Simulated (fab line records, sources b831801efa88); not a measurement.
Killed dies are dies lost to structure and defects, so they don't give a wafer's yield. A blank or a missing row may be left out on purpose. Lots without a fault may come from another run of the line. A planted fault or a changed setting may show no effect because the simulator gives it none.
Which tool did it? | flow sky130 | 14 lots, 42 wafers sampled, at 2 steps of a route of 708

WHAT THE GAUGES READ, wafer by wafer
The record holds no reading of a measuring or inspecting step that can be judged against a usual standard deviation.

WHICH TOOL RAN EACH LOT (tool, then ch and the chambers of the sampled wafers, then the start)
lot  | SKY_POLY_GATE_ETCH_16              | SKY_POLY_GATE_STRIP_18
L399 | rie_diel-03 ch 1,2,3, day 17 07:42 | plasma_asher-03 ch 0,1, day 17 07:51
L400 | rie_diel-02 ch 0,3, day 17 18:28   | plasma_asher-03 ch 0,1, day 17 18:37
L401 | rie_diel-01 ch 0,1,3, day 18 10:01 | plasma_asher-01 ch 0,1, day 18 10:10
L403 | rie_diel-03 ch 0,3, day 18 19:06   | plasma_asher-03 ch 0,1, day 18 19:15
L405 | rie_diel-01 ch 1,2, day 19 06:40   | plasma_asher-01 ch 0,1, day 19 06:49
L406 | rie_diel-01 ch 0,1,3, day 19 20:33 | plasma_asher-03 ch 0,1, day 19 20:42
L407 | rie_diel-01 ch 0,1, day 20 10:52   | plasma_asher-03 ch 0,1, day 20 11:01
L408 | rie_diel-01 ch 1,2,3, day 20 17:30 | plasma_asher-01 ch 0,1, day 20 17:40
L409 | rie_diel-03 ch 0,1,2, day 20 21:39 | plasma_asher-02 ch 0,1, day 20 21:48
L417 | rie_diel-01 ch 0,1,3, day 23 18:07 | plasma_asher-01 ch 0,1, day 23 18:16
L419 | rie_diel-03 ch 0,1,2, day 24 11:24 | plasma_asher-01 ch 0,1, day 24 11:34
L418 | rie_diel-02 ch 0,1,3, day 24 17:19 | plasma_asher-01 ch 0,1, day 24 17:28
L420 | rie_diel-01 ch 0,3, day 24 18:14   | plasma_asher-01 ch 0,1, day 24 18:24
L421 | rie_diel-03 ch 0,2,3, day 25 05:32 | plasma_asher-02 ch 0, day 25 05:42
- SKY_POLY_GATE_ETCH_16: etches Si3N4 in CH3F/O2, stops on poly-Si, time 147.5 s, target depth 75 nm.
- SKY_POLY_GATE_STRIP_18: strips in O2/N2.

WHAT THE TOOLS THEMSELVES READ (means of the sampled wafers that have a number; where no wafer has one, the mark that the record gives instead)
SKY_POLY_GATE_ETCH_16. Usual: drypump_motor_current_A 5.8 A, standard deviation 0.56; oes_product_au 0.639 a.u., standard deviation 0.0053; rf_fwd_power_W 398.2 W, standard deviation 1.2; throttle_valve_pct 10.535 %, standard deviation 0.0093.
lot  | tool        | drypump_motor_current_A (A) | oes_product_au (a.u.) | rf_fwd_power_W (W) | throttle_valve_pct (%) | flag
L399 | rie_diel-03 | 6.1                         | 0.644                 | 399.8              | 10.544                 |
L400 | rie_diel-02 | 5.8                         | 0.638                 | 397.3              | 10.534                 |
L401 | rie_diel-01 | 5.8                         | 0.635                 | 398.4              | 10.536                 |
L403 | rie_diel-03 | 5.2                         | 0.638                 | 397.8              | 10.530                 |
L405 | rie_diel-01 | 5.7                         | 0.639                 | 398.5              | 10.532                 |
L406 | rie_diel-01 | 5.8                         | 0.640                 | 398.2              | 10.531                 |
L407 | rie_diel-01 | 5.9                         | 0.639                 | 441.7              | 10.532                 | OFF
L408 | rie_diel-01 | 5.6                         | 0.638                 | 420.4              | 10.533                 | OFF
L409 | rie_diel-03 | 6.1                         | 0.640                 | 398.1              | 10.541                 |
L417 | rie_diel-01 | 5.8                         | 0.647                 | 397.7              | 10.537                 |
L419 | rie_diel-03 | 6.1                         | 0.644                 | 397.7              | 10.532                 |
L418 | rie_diel-02 | 5.7                         | 0.636                 | 397.3              | 10.528                 |
L420 | rie_diel-01 | 5.7                         | 0.638                 | 398.3              | 10.536                 |
L421 | rie_diel-03 | 5.7                         | 0.640                 | 397.6              | 10.537                 |

SKY_POLY_GATE_STRIP_18. Usual: drypump_motor_current_A 5.7 A, standard deviation 0.39; n2_flow_sccm 299.9 sccm, standard deviation 0.84; oes_product_au 0.361 a.u., standard deviation 0.0047; strip_time_to_endpoint_s 3.177 s, standard deviation 0.029.
lot  | tool            | drypump_motor_current_A (A) | n2_flow_sccm (sccm) | oes_product_au (a.u.) | strip_time_to_endpoint_s (s) | flag
L399 | plasma_asher-03 | 5.8                         | 299.2               | 0.364                 | 3.188                        |
L400 | plasma_asher-03 | 5.7                         | 298.9               | 0.355                 | 3.143                        |
L401 | plasma_asher-01 | 5.7                         | 299.9               | 0.360                 | 3.182                        |
L403 | plasma_asher-03 | 5.8                         | 300.0               | 0.362                 | 3.207                        |
L405 | plasma_asher-01 | 5.9                         | 299.9               | 0.364                 | 3.171                        |
L406 | plasma_asher-03 | 5.8                         | 300.0               | 0.364                 | 3.210                        |
L407 | plasma_asher-03 | 5.7                         | 299.6               | 0.360                 | 3.134                        |
L408 | plasma_asher-01 | 5.9                         | 300.6               | 0.359                 | 3.114                        |
L409 | plasma_asher-02 | 5.6                         | 300.5               | 0.362                 | 3.232                        |
L417 | plasma_asher-01 | 5.9                         | 300.5               | 0.355                 | 3.173                        |
L419 | plasma_asher-01 | 5.9                         | 299.8               | 0.365                 | 3.169                        |
L418 | plasma_asher-01 | 5.7                         | 300.5               | 0.361                 | 3.136                        |
L420 | plasma_asher-01 | 5.9                         | 299.6               | 0.355                 | 3.169                        |
L421 | plasma_asher-02 | 6.0                         | 299.3               | 0.361                 | 3.175                        |

THE ANSWER, worked out from the rows above alone
Rule: a lot is off if the mean of its wafers that have a number lies more than 3 standard deviations from the usual mean. A lot without any number at a reading at which 4 lots or more have one is off too. The other lots that the step has rows for count as sound. The gauges are gone through in route order, then the tools' own readings, and for those a lot's mean is taken as printed above. The first step at which some lot is off is used, and at that step the reading that is off furthest; a lot without a number counts as furthest.
Off: L407, L408, at SKY_POLY_GATE_ETCH_16 (rf_fwd_power_W).
A tool fits if, at that step or a process step before it, it ran every lot that is off, and no sound lot after the first of them. None of those tried fits.

WHAT THE SIMULATOR HAD PUT IN
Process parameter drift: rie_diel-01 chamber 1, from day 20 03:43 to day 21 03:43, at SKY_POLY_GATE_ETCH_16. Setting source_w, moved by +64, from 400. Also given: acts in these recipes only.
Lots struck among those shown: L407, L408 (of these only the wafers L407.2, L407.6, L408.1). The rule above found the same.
